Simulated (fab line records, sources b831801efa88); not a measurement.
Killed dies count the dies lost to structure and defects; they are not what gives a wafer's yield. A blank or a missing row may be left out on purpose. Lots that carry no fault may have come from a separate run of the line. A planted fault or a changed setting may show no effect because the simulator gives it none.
What tool caused it? + flow gf180mcu + 12 lots with 36 wafers sampled at 3 steps, on a route of 602 steps

## WHAT THE GAUGES SHOWED, per wafer
GF_DUAL_GATE_THK_MEAS_03. Usual: DUAL_GATE_OXIDATION_00_THK typically reads 10.71 nm, with standard deviation 0.23.
| lot  | measured     | on            | DUAL_GATE_OXIDATION_00_THK (nm) | flag |
|------|--------------|---------------|---------------------------------|------|
| L725 | day 8 01:13  | film-metro-02 | 11.23 11.20 11.16               |      |
| L726 | day 8 03:31  | film-metro-02 | 10.74 10.76 10.81               |      |
| L728 | day 8 15:14  | film-metro-01 | 10.87 10.72 10.78               |      |
| L729 | day 8 20:30  | film-metro-01 | 10.73 10.83 10.86               |      |
| L732 | day 9 17:06  | film-metro-01 | 10.39 10.20 10.16               |      |
| L739 | day 11 17:58 | film-metro-03 | 10.36 10.20 10.47               |      |
| L740 | day 12 05:31 | film-metro-02 | 10.53 10.59 10.53               |      |
| L741 | day 12 06:26 | film-metro-03 | 7.45 7.44 7.45                  | OFF  |
| L742 | day 12 15:41 | film-metro-01 | 7.06 7.20 7.11                  | OFF  |
| L743 | day 12 22:25 | film-metro-02 | 10.81 10.64 10.82               |      |
| L745 | day 14 04:22 | film-metro-02 | 10.45 10.60 10.56               |      |
| L747 | day 14 17:22 | film-metro-03 | 10.65 10.60 10.66               |      |

GF_V1_OVL_MEAS_15. Usual: V1_OVL typically reads 1 nm, with standard deviation 5.6.
| lot  | measured     | on         | V1_OVL (nm) | flag |
|------|--------------|------------|-------------|------|
| L725 | day 18 13:30 | overlay-02 | 4 -3 -1     |      |
| L726 | day 18 19:13 | overlay-02 | 2 6 -3      |      |
| L728 | day 19 11:58 | overlay-02 | 0 9 5       |      |
| L729 | day 19 15:17 | overlay-01 | 0 3 -5      |      |
| L732 | day 20 21:33 | overlay-02 | -8 1 -7     |      |
| L739 | day 23 12:05 | overlay-01 | 0 2 3       |      |
| L740 | day 24 01:50 | overlay-01 | -8 -7 -2    |      |
| L741 | day 24 04:02 | overlay-02 | 5 4 5       |      |
| L742 | day 24 12:19 | overlay-02 | 5 1 7       |      |
| L743 | day 24 19:50 | overlay-02 | 4 7 7       |      |
| L745 | day 26 04:35 | overlay-01 | 9 14 15     |      |
| L747 | day 26 18:50 | overlay-02 | -9 -10 -11  |      |

## TOOL THAT RAN EACH LOT (tool first, then ch and the chambers of the sampled wafers, then the start)
| lot  | GF_DUAL_GATE_OXIDATION_02     |
|------|-------------------------------|
| L725 | furnace-02 ch 0, day 7 23:46  |
| L726 | furnace-01 ch 0, day 8 02:04  |
| L728 | furnace-01 ch 0, day 8 13:47  |
| L729 | furnace-01 ch 0, day 8 19:04  |
| L732 | furnace-01 ch 0, day 9 15:38  |
| L739 | furnace-01 ch 0, day 11 16:31 |
| L740 | furnace-02 ch 0, day 12 04:04 |
| L741 | furnace-01 ch 0, day 12 04:59 |
| L742 | furnace-01 ch 0, day 12 14:14 |
| L743 | furnace-02 ch 0, day 12 20:58 |
| L745 | furnace-02 ch 0, day 14 02:55 |
| L747 | furnace-02 ch 0, day 14 15:55 |
- GF_DUAL_GATE_OXIDATION_02: stabilise 600 s, purge 300 s, target thk 10.887 nm.

## WHAT THE TOOLS THEMSELVES READ (means of the sampled wafers that have a number; where no wafer has one, the mark that the record gives instead)
GF_DUAL_GATE_OXIDATION_02. Usual: spike-tc-bottom-C 917.6 C, standard deviation 1.1; spike-tc-centre-C 900.5 C, standard deviation 1.2; spike-tc-lower-C 901.3 C, standard deviation 1.3; spike-tc-top-C 913.2 C, standard deviation 1.8; spike-tc-upper-C 900.1 C, standard deviation 1.1; tube-center-temp-C 900.01 C, standard deviation 0.089; tube_center_temp_C_max 902.4, standard deviation 0.35; zone-power-centre-pct 18.8 %, standard deviation 0.6.
| lot  | tool       | spike-tc-bottom-C (C) | spike-tc-centre-C (C) | spike-tc-lower-C (C) | spike-tc-top-C (C) | spike-tc-upper-C (C) | tube-center-temp-C (C) | tube_center_temp_C_max | zone-power-centre-pct (%) | flag |
|------|------------|-----------------------|-----------------------|----------------------|--------------------|----------------------|------------------------|------------------------|---------------------------|------|
| L725 | furnace-02 | 917.2                 | 899.7                 | 900.3                | 912.3              | 899.9                | 899.97                 | 902.4                  | 19.3                      |      |
| L726 | furnace-01 | 917.6                 | 900.6                 | 901.7                | 914.2              | 900.1                | 900.02                 | 902.3                  | 18.2                      |      |
| L728 | furnace-01 | 918.6                 | 900.8                 | 902.5                | 914.7              | 900.0                | 900.02                 | 902.0                  | 18.3                      |      |
| L729 | furnace-01 | 916.8                 | 901.5                 | 902.8                | 914.3              | 900.4                | 900.08                 | 902.4                  | 18.3                      |      |
| L732 | furnace-01 | 919.0                 | 901.1                 | 902.0                | 914.4              | 901.4                | 900.03                 | 902.1                  | 18.5                      |      |
| L739 | furnace-01 | 917.5                 | 900.8                 | 901.4                | 914.3              | 899.2                | 899.98                 | 902.8                  | 18.4                      |      |
| L740 | furnace-02 | 917.2                 | 900.0                 | 901.1                | 911.0              | 899.0                | 899.99                 | 902.4                  | 19.7                      |      |
| L741 | furnace-01 | 886.0                 | 868.7                 | 869.6                | 882.8              | 868.7                | 868.09                 | 870.5                  | 17.1                      | OFF  |
| L742 | furnace-01 | 886.1                 | 868.7                 | 869.8                | 883.5              | 869.0                | 867.99                 | 870.4                  | 17.0                      | OFF  |
| L743 | furnace-02 | 917.8                 | 899.3                 | 900.4                | 910.7              | 899.1                | 899.96                 | 902.1                  | 19.3                      |      |
| L745 | furnace-02 | 918.5                 | 899.2                 | 899.7                | 911.6              | 899.0                | 899.99                 | 902.4                  | 19.3                      |      |
| L747 | furnace-02 | 916.7                 | 899.7                 | 900.7                | 910.3              | 899.2                | 900.00                 | 902.1                  | 19.4                      |      |

## THE ANSWER, worked out from the rows above alone
Rule: a lot counts as off when the mean over its wafers that have a number is more than 3 standard deviations away from the usual mean. Also off: a lot with no number at a reading for which 4 or more lots have one. Where the step has rows for the other lots, those lots are counted as sound. First the gauges in route order, then the tools' own readings, where a lot's mean is used as printed above. At the first step where some lot is off, the reading lying furthest off is the one used; lots without a number count as furthest.
Off: L741, L742, seen at GF_DUAL_GATE_THK_MEAS_03 (DUAL_GATE_OXIDATION_00_THK).
A tool fits if, at a process step before that reading, it ran every lot that is off, and no sound lot after the first of them. The gauges at GF_DUAL_GATE_THK_MEAS_03 aren't tried: what is off there is off at GF_DUAL_GATE_OXIDATION_02 too, on other tools, and a gauge's error can't cause that. One candidate fits, namely furnace-01 at GF_DUAL_GATE_OXIDATION_02. Its last sound lot is L739 (day 11 16:31), its first lot that is off L741 (day 12 04:59): a fault that began between those two fits.
The tool's own readings at GF_DUAL_GATE_OXIDATION_02 bear it out: on the lots that are off they differ by more than 5 times the standard deviation of the sound lots' means. spike-tc-bottom-C reads 886.0 C there against 917.7 C on the sound lots; spike-tc-centre-C reads 868.7 C there against 900.3 C on the sound lots; spike-tc-lower-C reads 869.7 C there against 901.3 C on the sound lots; spike-tc-top-C reads 883.1 C there against 912.8 C on the sound lots; spike-tc-upper-C reads 868.9 C there against 899.7 C on the sound lots; tube-center-temp-C reads 868.04 C there against 900.00 C on the sound lots; tube_center_temp_C_max reads 870.5 there against 902.3 on the sound lots.

## WHAT HAD BEEN PUT IN BY THE SIMULATOR
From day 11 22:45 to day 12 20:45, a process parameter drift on furnace-01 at GF_DUAL_GATE_OXIDATION_02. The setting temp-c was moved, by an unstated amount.
Struck lots among those shown: L741, L742. Same finding as the rule above.
